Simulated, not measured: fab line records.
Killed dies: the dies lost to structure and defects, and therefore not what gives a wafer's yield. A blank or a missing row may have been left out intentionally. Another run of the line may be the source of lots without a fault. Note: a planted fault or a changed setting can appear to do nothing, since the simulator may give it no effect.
fab line records | flow gf180mcu
record: lots: 24 wafers: 72 last_day: 34
route steps=602 shown CONTACT@301 V2@386 V4@478 MIM@522 PASSIVATION@598
lots that met no fault: taken from a fault-free run of the same line
start_h: hours from the record's first day to the start of the lot's first wafer shown | wait_h: hours since the lot's step before | " same as the row above | L1.1+2: several wafers, shown together as one row | - either no value or no given start | * or withheld: withheld | < > ~ a bound
route shown NAME@n: a module of which the file shows steps, and the number in the route of the first | usual: mean and standard deviation over wafers with no fault | same: alike in all rows | chamber/n: place in a boat | sites: the reading at each site | _std_site: standard deviation of those values | _edge_site: the outer-site mean with the inner-site mean subtracted | radius_mm: how far each site lies from the wafer's centre | mask NAME#n: copy n | behind: tool/chamber where the wafer was last shaped | hold: cause of the lot's hold/its duration in hours/its outcome | device: the transistor (n, p or np) that didn't switch | end of line: the tests these same wafers got at the end of their route | a step with no rows: only its recipe | killed: at the first sort, the dies lost to defects and structure; wafer yield is something else | map: the dies of a wafer, with x for killed, . for not killed, _ for no die there
set.NAME: the setting the step ran with; set.NAME@STEP: the setting that earlier step ran with | model.NAME: the simulator's own value behind a step, which no gauge read
the route's steps for a sample of lots (tables are steps, rows are wafers)
services: a tool's chamber out of use, with start hour (start_h, from the record's first day; less than 0 if before it), hours out, and reason
== steps ==
step: GF_CONTACT_CD_MEAS_14
recipe: target_cd_nm: 220
usual: cd_nm: 220.1/1
columns lot.wafer tool chamber start_h wait_h cd_nm
L074.1 cd_sem-02 - 365.11 0.1 218.6
L074.2 " - " " 218.0
L074.5 " - " " 219.1
L075.1 cd_sem-01 - 372.26 0.1 219.4
L075.4 " - " " 220.6
L075.5 " - " " 218.2
L076.1 cd_sem-01 - 384.70 0.1 219.6
L076.4 " - " " 219.7
L076.5 " - " " 220.6
L077.1 cd_sem-02 - 388.31 0.1 219.3
L077.3 " - " " 220.6
L077.6 " - " " 218.4
L078.1 cd_sem-01 - 399.00 0.1 219.6
L078.2 " - " " 219.1
L078.5 " - " " 218.4
L079.3 cd_sem-01 - 407.95 0.1 219.3
L079.5 " - " " 219.2
L079.6 " - " " 218.9
L080.2 cd_sem-01 - 418.88 0.1 219.5
L080.3 " - " " 220.6
L080.5 " - " " 220.0
L081.3 cd_sem-01 - 431.04 0.1 219.8
L081.5 " - " " 221.1
L081.6 " - " " 219.8
L082.1 cd_sem-02 - 438.00 0.1 220.4
L082.5 " - " " 220.0
L082.6 " - " " 221.0
L083.1 cd_sem-02 - 444.85 0.1 220.7
L083.2 " - " " 220.7
L083.4 " - " " 222.0
L084.2 cd_sem-01 - 452.88 0.1 219.5
L084.3 " - " " 218.9
L084.4 " - " " 219.9
L085.1 cd_sem-02 - 468.25 0.1 220.0
L085.3 " - " " 221.3
L085.5 " - " " 220.9
L086.1 cd_sem-01 - 472.45 0.1 220.9
L086.2 " - " " 220.9
L086.5 " - " " 221.1
L087.1 cd_sem-01 - 480.05 0.1 220.5
L087.2 " - " " 219.9
L087.3 " - " " 220.0
L088.2 cd_sem-02 - 487.88 0.1 222.5
L088.4 " - " " 221.9
L088.5 " - " " 221.0
L089.4 cd_sem-02 - 496.91 0.1 220.8
L089.5 " - " " 220.0
L089.6 " - " " 220.0
L090.1 cd_sem-02 - 504.60 0.1 220.1
L090.2 " - " " 220.3
L090.6 " - " " 219.3
L091.2 cd_sem-02 - 519.17 0.1 219.4
L091.4 " - " " 218.7
L091.6 " - " " 219.0
L092.2 cd_sem-02 - 520.07 0.1 220.6
L092.5 " - " " 221.3
L092.6 " - " " 222.4
L093.1 cd_sem-01 - 526.51 0.1 221.2
L093.2 " - " " 219.2
L093.5 " - " " 219.8
L094.2 cd_sem-01 - 531.22 0.1 220.3
L094.3 " - " " 221.4
L094.5 " - " " 220.1
L095.2 cd_sem-02 - 547.02 0.1 221.2
L095.3 " - " " 221.8
L095.5 " - " " 221.7
L096.3 cd_sem-01 - 551.74 0.1 219.0
L096.5 " - " " 220.0
L096.6 " - " " 218.7
L097.1 cd_sem-01 - 559.06 0.1 220.2
L097.2 " - " " 220.7
L097.6 " - " " 220.6
step: GF_V2_CMP_04
recipe: material: SiO2 down_force_psi: 4 platen_rpm: 60 pad_velocity_m_s: 0.94248
usual: motor_current_A: 11.7/0.94 time_to_endpoint_s: 79/5.7
columns lot.wafer tool chamber start_h wait_h motor_current_A time_to_endpoint_s
L074.1 cmp-01 3 440.54 0.1 11.9 79
L074.2 " 2 " " 11.9 79
L074.5 " 3 " " 11.7 85
L075.4 cmp-02 3 449.24 0.0 11.7 72
L075.1 " 2 " " 12.2 73
L075.5 " 0 " " 13.4 85
L076.1 cmp-02 0 462.20 0.2 12.7 84
L076.4 " 1 " " 9.7 88
L076.5 " 0 " " 13.0 94
L077.3 cmp-02 0 466.27 0.2 12.9 85
L077.1 " 2 " " 11.9 83
L077.6 " 3 " " 12.0 84
L078.1 cmp-01 0 477.41 0.1 10.5 78
L078.2 " 1 " " 12.2 78
L078.5 " 0 " " 10.0 76
L079.3 cmp-01 1 486.61 0.1 12.7 72
L079.5 " 3 " " 11.5 80
L079.6 " 0 " " 10.7 77
L080.2 cmp-01 3 496.96 0.1 12.0 73
L080.3 " 1 " " 12.3 74
L080.5 " 3 " " 11.6 82
L081.3 cmp-01 3 509.55 0.1 11.3 83
L081.6 " 2 " " 12.1 86
L081.5 " 3 " " 12.4 85
L082.1 cmp-01 2 516.12 0.2 11.8 72
L082.5 " 3 " " 11.6 76
L082.6 " 0 " " 11.1 71
L083.4 cmp-01 0 520.73 0.0 10.7 71
L083.2 " 1 " " 12.5 73
L083.1 " 2 " " 11.7 72
L084.2 cmp-02 2 530.69 0.0 12.0 87
L084.3 " 0 " " 12.6 86
L084.4 " 1 " " 9.7 82
L085.1 cmp-02 2 543.51 0.1 11.7 85
L085.3 " 0 " " 12.4 83
L085.5 " 3 " " 12.4 83
L086.2 cmp-02 2 548.02 0.1 12.6 73
L086.1 " 0 " " 13.3 81
L086.5 " 1 " " 9.8 85
L087.3 cmp-02 1 555.51 0.3 9.8 77
L087.1 " 2 " " 12.1 74
L087.2 " 0 " " 12.6 77
L088.4 cmp-01 2 562.56 0.1 11.9 79
L088.2 " 3 " " 11.7 79
L088.5 " 2 " " 11.2 85
L089.4 cmp-01 1 570.75 0.1 11.8 80
L089.6 " 0 " " 10.8 78
L089.5 " 1 " " 12.0 79
L090.2 cmp-02 0 576.57 0.0 12.7 83
L090.1 " 3 " " 11.7 78
L090.6 " 0 " " 12.9 87
L091.4 cmp-01 2 590.83 0.1 11.4 84
L091.2 " 3 " " 11.3 82
L091.6 " 2 " " 11.7 81
L092.2 cmp-01 3 593.52 0.3 11.4 76
L092.5 " 1 " " 12.6 77
L092.6 " 2 " " 11.5 84
L093.2 cmp-02 3 597.37 0.0 12.4 68
L093.1 " 1 " " 9.6 64
L093.5 " 0 " " 13.4 80
L094.2 cmp-01 3 603.72 0.1 11.1 74
L094.3 " 1 " " 11.9 74
L094.5 " 2 " " 11.7 85
L095.2 cmp-02 2 617.24 0.0 12.0 79
L095.3 " 1 " " 10.1 75
L095.5 " 3 " " 12.1 81
L096.3 cmp-01 1 621.44 0.2 12.0 75
L096.6 " 2 " " 11.8 84
L096.5 " 3 " " 12.0 80
L097.1 cmp-02 0 625.97 0.1 13.6 81
L097.2 " 2 " " 11.7 86
L097.6 " 3 " " 12.9 87
step: GF_V4_CVD_02
recipe: material: SiO2 target_thk_nm: 850 precursor: TEOS temp_c: 400 time_s: 94.851 rf_w: 600
usual: heater_power_w: 657/79
columns lot.wafer tool chamber start_h wait_h heater_power_w
L074.1 pecvd-04 0 541.20 0.1 731
L074.2 " 1 " " 608
L074.5 " 1 " " 627
L075.1 pecvd-01 1 548.38 0.1 614
L075.4 " 0 " " 844
L075.5 " 1 " " 622
L076.1 pecvd-03 2 560.87 0.1 652
L076.4 " 0 " " 599
L076.5 " 1 " " 711
L077.1 pecvd-04 2 565.28 0.1 605
L077.3 " 0 " " 637
L077.6 " 2 " " 670
L078.1 pecvd-03 2 574.60 0.1 560
L078.2 " 0 " " 646
L078.5 " 0 " " 698
L079.3 pecvd-01 2 583.09 0.0 612
L079.5 " 0 " " 866
L079.6 " 1 " " 590
L080.2 pecvd-01 1 592.69 0.0 499
L080.3 " 2 " " 655
L080.5 " 0 " " 803
L081.3 pecvd-01 2 603.91 0.0 638
L081.5 " 2 " " 686
L081.6 " 0 " " 799
L082.1 pecvd-01 2 609.34 0.1 695
L082.5 " 2 " " 705
L082.6 " 1 " " 577
L083.1 pecvd-01 2 614.88 0.1 641
L083.2 " 1 " " 661
L083.4 " 1 " " 512
L084.2 pecvd-01 2 622.76 0.0 605
L084.3 " 2 " " 681
L084.4 " 1 " " 610
L085.1 pecvd-01 0 634.01 0.1 746
L085.3 " 1 " " 638
L085.5 " 0 " " 797
L086.1 pecvd-04 1 639.07 0.1 549
L086.2 " 2 " " 670
L086.5 " 2 " " 538
L087.1 pecvd-03 0 645.13 0.1 598
L087.2 " 1 " " 632
L087.3 " 2 " " 673
L088.2 pecvd-01 0 652.82 0.0 864
L088.4 " 0 " " 681
L088.5 " 1 " " 647
L089.4 pecvd-03 0 659.48 0.1 704
L089.5 " 1 " " 704
L089.6 " 2 " " 633
L090.1 pecvd-03 0 664.80 0.1 691
L090.2 " 2 " " 648
L090.6 " 1 " " 714
L091.2 pecvd-01 0 678.11 0.0 840
L091.4 " 1 " " 516
L091.6 " 0 " " 701
L092.2 pecvd-03 0 679.23 0.0 654
L092.5 " 0 " " 693
L092.6 " 2 " " 625
L093.1 pecvd-04 2 682.94 0.1 660
L093.2 " 0 " " 602
L093.5 " 0 " " 687
L094.2 pecvd-01 1 688.26 0.0 662
L094.3 " 0 " " 748
L094.5 " 1 " " 520
L095.2 pecvd-04 2 701.90 0.0 590
L095.3 " 1 " " 607
L095.5 " 2 " " 634
L096.3 pecvd-01 2 705.19 0.0 723
L096.5 " 1 " " 630
L096.6 " 0 " " 793
L097.1 pecvd-04 2 709.02 0.1 641
L097.2 " 0 " " 714
L097.6 " 1 " " 498
step: GF_V4_OVL_MEAS_15
usual: V4_OVL: 3/5.8
columns lot.wafer tool chamber start_h wait_h V4_OVL[nm]
L074.1 overlay-02 - 563.21 0.1 4
L074.2 " - " " 10
L074.5 " - " " 4
L075.1 overlay-02 - 570.77 0.1 6
L075.4 " - " " 1
L075.5 " - " " 8
L076.1 overlay-02 - 582.81 0.1 2
L076.4 " - " " 5
L076.5 " - " " -4
L077.1 overlay-01 - 587.68 0.1 3
L077.3 " - " " 0
L077.6 " - " " 5
L078.1 overlay-01 - 596.93 0.1 9
L078.2 " - " " 13
L078.5 " - " " 11
L079.3 overlay-01 - 604.53 0.1 6
L079.5 " - " " 6
L079.6 " - " " 19
L080.2 overlay-01 - 613.78 0.1 3
L080.3 " - " " 7
L080.5 " - " " -1
L081.3 overlay-02 - 624.43 0.1 13
L081.5 " - " " 10
L081.6 " - " " 4
L082.1 overlay-02 - 630.01 0.1 2
L082.5 " - " " 2
L082.6 " - " " 8
L083.1 overlay-02 - 634.87 0.1 -3
L083.2 " - " " 10
L083.4 " - " " 5
L084.2 overlay-01 - 644.57 0.1 -10
L084.3 " - " " 4
L084.4 " - " " -3
L085.1 overlay-01 - 655.02 0.1 6
L085.3 " - " " 8
L085.5 " - " " 6
L086.1 overlay-02 - 659.62 0.1 -4
L086.2 " - " " 8
L086.5 " - " " 4
L087.1 overlay-02 - 664.92 0.1 0
L087.2 " - " " -2
L087.3 " - " " 7
L088.2 overlay-01 - 672.68 0.1 -10
L088.4 " - " " -3
L088.5 " - " " 2
L089.4 overlay-01 - 679.68 0.1 -1
L089.5 " - " " 4
L089.6 " - " " 2
L090.1 overlay-02 - 685.21 0.1 6
L090.2 " - " " 9
L090.6 " - " " 8
L091.2 overlay-01 - 698.02 0.1 0
L091.4 " - " " 3
L091.6 " - " " 8
L092.2 overlay-02 - 698.92 0.1 -1
L092.5 " - " " -9
L092.6 " - " " -4
L093.1 overlay-01 - 703.06 0.1 8
L093.2 " - " " -1
L093.5 " - " " 1
L094.2 overlay-01 - 707.52 0.1 -2
L094.3 " - " " -5
L094.5 " - " " -9
L095.2 overlay-02 - 720.74 0.1 3
L095.3 " - " " 15
L095.5 " - " " 11
L096.3 overlay-02 - 723.89 0.1 7
L096.5 " - " " 1
L096.6 " - " " 3
L097.1 overlay-01 - 727.72 0.1 -8
L097.2 " - " " -4
L097.6 " - " " -5
step: GF_MIM_METAL_ETCH_19
recipe: chemistry: Cl2/BCl3 mask_material: NOVOLAK stop_on: Si3N4 target_depth_nm: 324.5 pressure_mtorr: 8 icp_w: 800 bias_w: 140 Cl2_flow_sccm: 80 bcl3_flow_sccm: 40 time_s: 54.1
usual: drypump_motor_current_A: 5.93/0.26 oes_product_au: 0.941/0.0067 throttle_valve_pct: 28.283/0.011
columns lot.wafer tool chamber start_h wait_h drypump_motor_current_A oes_product_au rf_hours_counter_h throttle_valve_pct
L074.1 rie_metal-02 0 587.21 0.1 6.01 0.934 1 28.301
L074.2 " 1 " " 5.63 0.946 9 28.264
L074.5 " 1 " " 5.63 0.945 - 28.284
L075.1 rie_metal-01 0 593.65 0.1 5.76 0.941 10 28.278
L075.4 " 1 " " 6.00 0.938 - 28.287
L075.5 " 1 " " 5.98 0.948 - 28.280
L076.1 rie_metal-04 0 605.11 0.1 5.72 0.935 2 28.271
L076.4 " 0 " " 5.70 0.949 - 28.274
L076.5 " 1 " " 6.41 0.932 - 28.296
L077.1 rie_metal-04 1 611.00 0.1 6.42 0.938 11 28.278
L077.3 " 1 " " 6.43 0.944 - 28.295
L077.6 " 1 " " 6.43 0.946 - 28.290
L078.1 rie_metal-02 0 619.40 0.1 6.00 0.933 2 28.281
L078.2 " 1 " " 5.63 0.941 10 28.277
L078.5 " 0 " " 6.02 0.941 - 28.287
L079.3 rie_metal-04 0 626.78 0.1 5.65 0.959 - 28.280
L079.5 " 0 " " 5.67 0.941 - 28.289
L079.6 " 1 " " 6.41 0.935 - 28.275
L080.2 rie_metal-04 0 634.90 0.1 5.73 0.953 3 28.279
L080.3 " 1 " " 6.41 0.935 - 28.281
L080.5 " 1 " " 6.40 0.943 - 28.273
L081.3 rie_metal-02 0 646.12 0.1 5.99 0.946 - 28.287
L081.5 " 1 " " 5.65 0.937 - 28.290
L081.6 " 0 " " 6.02 0.938 - 28.291
L082.1 rie_metal-04 0 651.75 0.1 5.69 0.946 3 28.278
L082.5 " 0 " " 5.73 0.947 - 28.293
L082.6 " 0 " " 5.71 0.939 - 28.301
L083.1 rie_metal-02 1 655.95 0.1 5.66 0.937 11 28.283
L083.2 " 0 " " 6.00 0.941 3 28.280
L083.4 " 1 " " 5.66 0.933 - 28.298
L084.2 rie_metal-01 1 665.10 0.1 5.97 0.946 9 28.267
L084.3 " 1 " " 5.97 0.941 - 28.284
L084.4 " 0 " " 5.75 0.933 - 28.297
L085.1 rie_metal-02 1 676.30 0.1 5.64 0.954 12 28.271
L085.3 " 0 " " 6.01 0.945 - 28.278
L085.5 " 0 " " 6.03 0.949 - 28.260
L086.1 rie_metal-02 1 680.95 0.1 5.65 0.941 12 28.278
L086.2 " 0 " " 6.02 0.944 4 28.277
L086.5 " 1 " " 5.64 0.948 - 28.282
L087.1 rie_metal-02 0 685.84 0.1 6.00 0.944 4 28.285
L087.2 " 1 " " 5.64 0.943 12 28.278
L087.3 " 1 " " 5.64 0.946 - 28.280
L088.2 rie_metal-01 1 693.05 0.1 5.98 0.949 10 28.286
L088.4 " 1 " " 5.97 0.944 - 28.270
L088.5 " 1 " " 6.00 0.950 - 28.264
L089.4 rie_metal-04 0 700.22 0.1 5.71 0.938 - 28.281
L089.5 " 1 " " 6.39 0.930 - 28.283
L089.6 " 0 " " 5.73 0.920 - 28.298
L090.1 rie_metal-02 0 705.30 0.1 5.99 0.933 5 28.265
L090.2 " 1 " " 5.63 0.932 13 28.297
L090.6 " 0 " " 5.95 0.929 - 28.300
L091.2 rie_metal-02 0 718.17 0.1 6.00 0.941 - 28.272
L091.4 " 0 " " 6.01 0.948 - 28.274
L091.6 " 0 " " 5.99 0.946 - 28.279
L092.2 rie_metal-04 0 719.15 0.1 5.72 0.950 6 28.278
L092.5 " 1 " " 6.42 0.957 - 28.273
L092.6 " 0 " " 5.75 0.946 - 28.278
L093.1 rie_metal-02 0 722.54 0.1 5.98 0.938 6 28.304
L093.2 " 0 " " 6.00 0.943 - 28.285
L093.5 " 0 " " 5.99 0.948 - 28.276
L094.2 rie_metal-04 1 726.65 0.1 6.41 0.945 1 28.276
L094.3 " 1 " " 6.39 0.943 - 28.286
L094.5 " 1 " " 6.42 0.943 - 28.278
L095.2 rie_metal-01 1 739.63 0.1 5.98 0.951 - 28.287
L095.3 " 1 " " 5.99 0.942 - 28.280
L095.5 " 1 " " 5.95 0.938 - 28.296
L096.3 rie_metal-04 0 743.22 0.1 5.71 0.945 - 28.291
L096.5 " 1 " " 6.40 0.938 - 28.284
L096.6 " 0 " " 5.67 0.933 - 28.288
L097.1 rie_metal-01 1 746.85 0.1 5.96 0.942 13 28.299
L097.2 " 1 " " 5.98 0.950 - 28.272
L097.6 " 1 " " 5.98 0.941 - 28.296
step: GF_PASSIVATION_ETCH_11
recipe: chemistry: CF4/O2 target_depth_nm: 1800 stop_on: TiN source_w: 800 bias_w: 150 pressure_mtorr: 150 cf4_flow_sccm: 80 O2_flow_sccm: 10 time_s: 400
usual: O2_flow_sccm: 10.00/0.031 drypump_motor_current_A: 5.8/0.38 oes_product_au: 0.964/0.008 throttle_valve_pct: 5.961/0.0087
columns lot.wafer tool chamber start_h wait_h O2_flow_sccm drypump_motor_current_A oes_product_au rf_hours_counter_h throttle_valve_pct
L074.1 rie_diel-01 1 672.15 - 9.99 5.7 0.956 5 5.954
L074.2 " 3 " " 10.00 5.2 0.951 60 5.953
L074.5 " 1 " " 9.99 5.7 0.960 - 5.965
L075.1 rie_diel-02 1 677.15 - 9.97 5.6 0.958 49 5.957
L075.4 " 0 " " 9.97 5.5 0.975 23 5.954
L075.5 " 2 " " 10.04 6.1 0.980 - 5.960
L076.1 rie_diel-01 2 688.24 - 10.03 6.2 0.966 10 5.964
L076.4 " 3 " " 10.02 5.2 0.968 60 5.952
L076.5 " 0 " " 10.02 5.9 0.975 - 5.957
L077.1 rie_diel-04 1 694.70 - 10.03 5.6 0.957 43 5.948
L077.3 " 2 " " 10.02 5.3 0.959 7 5.967
L077.6 " 1 " " 9.99 5.6 0.974 - 5.972
L078.1 rie_diel-04 1 701.24 - 9.96 5.6 0.971 43 5.944
L078.2 " 0 " " 10.00 5.7 0.976 45 5.958
L078.5 " 0 " " 9.99 5.6 0.968 - 5.965
L079.3 rie_diel-02 2 708.39 - 9.96 6.1 0.964 21 5.962
L079.5 " 3 " " 10.02 6.7 0.972 - 5.956
L079.6 " 1 " " 10.01 5.6 0.970 - 5.956
L080.2 rie_diel-02 1 715.65 - 9.97 5.6 0.956 51 5.980
L080.3 " 2 " " 10.04 6.1 0.969 21 5.963
L080.5 " 1 " " 9.99 5.6 0.953 - 5.940
L081.3 rie_diel-04 0 725.50 - 9.96 5.7 0.958 46 5.969
L081.5 " 0 " " 9.97 5.6 0.969 - 5.963
L081.6 " 3 " " 9.98 5.7 0.985 - 5.964
L082.1 rie_diel-01 1 731.50 - 10.04 5.7 0.959 7 5.957
L082.5 " 1 " " 10.02 5.7 0.971 - 5.959
L082.6 " 2 " " 9.96 6.2 0.972 - 5.975
L083.1 rie_diel-04 1 734.80 - 10.01 5.6 0.956 45 5.966
L083.2 " 0 " " 9.97 5.7 0.972 47 5.941
L083.4 " 2 " " 10.03 5.2 0.967 9 5.955
L084.2 rie_diel-01 1 743.54 - 10.05 5.7 0.966 8 5.951
L084.3 " 3 " " 10.03 5.2 0.949 2 5.947
L084.4 " 2 " " 10.04 6.2 0.961 - 5.954
L085.1 rie_diel-01 1 752.95 - 10.05 5.7 0.949 8 5.957
L085.3 " 2 " " 10.00 6.2 0.962 13 5.964
L085.5 " 1 " " 9.98 5.7 0.977 - 5.968
L086.1 rie_diel-02 0 757.40 - 10.02 5.5 0.964 26 5.957
L086.2 " 1 " " 9.98 5.6 0.967 1 5.950
L086.5 " 1 " " 9.99 5.6 0.969 - 5.963
L087.1 rie_diel-01 0 761.94 - 10.00 5.9 0.964 1 5.952
L087.2 " 1 " " 10.01 5.7 0.958 9 5.956
L087.3 " 3 " " 9.98 5.2 0.952 3 5.945
L088.2 rie_diel-02 2 766.60 - 9.97 6.0 0.955 23 5.965
L088.4 " 0 " " 10.03 5.5 0.958 27 5.964
L088.5 " 2 " " 9.94 6.0 0.955 - 5.949
L089.4 rie_diel-02 2 773.06 - 10.00 6.1 0.971 - 5.980
L089.5 " 2 " " 10.02 6.1 0.964 - 5.950
L089.6 " 3 " " 10.06 6.6 0.967 - 5.966
L090.1 rie_diel-04 0 778.30 - 9.98 5.6 0.955 49 5.974
L090.2 " 2 " " 10.00 5.3 0.954 11 5.956
L090.6 " 2 " " 10.01 5.3 0.956 - 5.950
L092.2 rie_diel-01 3 790.10 - 10.01 5.2 0.949 4 5.959
L092.5 " 1 " " 10.01 5.7 0.966 - 5.974
L092.6 " 2 " " 9.99 6.2 0.972 - 5.961
L091.2 rie_diel-04 3 790.14 - 9.96 5.8 0.962 4 5.962
L091.4 " 2 " " 10.04 5.3 0.974 12 5.970
L091.6 " 1 " " 9.99 5.6 0.957 - 5.963
L093.1 rie_diel-01 2 793.85 - 9.96 6.2 0.944 15 5.973
L093.2 " 3 " " 9.99 5.2 0.963 4 5.950
L093.5 " 2 " " 10.00 6.2 0.970 - 5.974
L094.2 rie_diel-04 3 797.15 - 10.01 5.7 0.958 4 5.950
L094.3 " 1 " " 10.04 5.6 0.962 48 5.952
L094.5 " 3 " " 10.01 5.8 0.969 - 5.967
L095.2 rie_diel-01 0 807.59 - 10.04 5.9 0.949 2 5.961
L095.3 " 2 " " 10.07 6.2 0.961 16 5.973
L095.5 " 2 " " 10.01 6.2 0.965 - 5.961
L096.3 rie_diel-04 0 811.75 - 9.97 5.7 0.963 0 5.948
L096.5 " 3 " " 9.96 5.8 0.953 - 5.957
L096.6 " 2 " " 10.01 5.3 0.961 - 5.961
L097.1 rie_diel-01 0 814.00 - 10.01 5.9 0.967 3 5.956
L097.2 " 1 " " 9.99 5.7 0.952 12 5.957
L097.6 " 0 " " 10.06 5.9 0.971 - 5.968
== services ==
columns tool chamber start_h hours kind
pecvd-01 0 419.84 19.0 repair
cmp-02 - 426.71 0.7 repair
cmp-02 - 428.71 0.8 repair
cmp-02 - 451.25 3.4 repair
cmp-01 - 459.50 4.1 repair
cmp-01 - 461.23 1.6 repair
cmp-01 - 466.02 2.1 repair
rie_diel-01 2 472.31 20.0 repair
cmp-01 - 482.29 1.3 repair
rie_diel-01 3 485.25 6.4 repair
cmp-02 - 544.26 2.0 repair
cmp-01 - 553.68 6.1 pm
cmp-01 - 563.97 3.2 repair
cmp-02 - 572.17 4.0 pm
cmp-02 - 592.09 4.7 pm
pecvd-01 0 609.88 13.0 repair
cmp-01 - 629.81 1.6 repair
cmp-02 - 630.82 0.3 repair
cmp-01 - 659.41 7.4 repair
pecvd-01 - 667.82 6.0 pm
cmp-01 - 744.05 4.0 pm
cmp-01 - 754.22 1.0 repair
cmp-01 - 771.97 1.0 repair
cmp-01 - 813.83 1.8 repair
== key ==
fault none
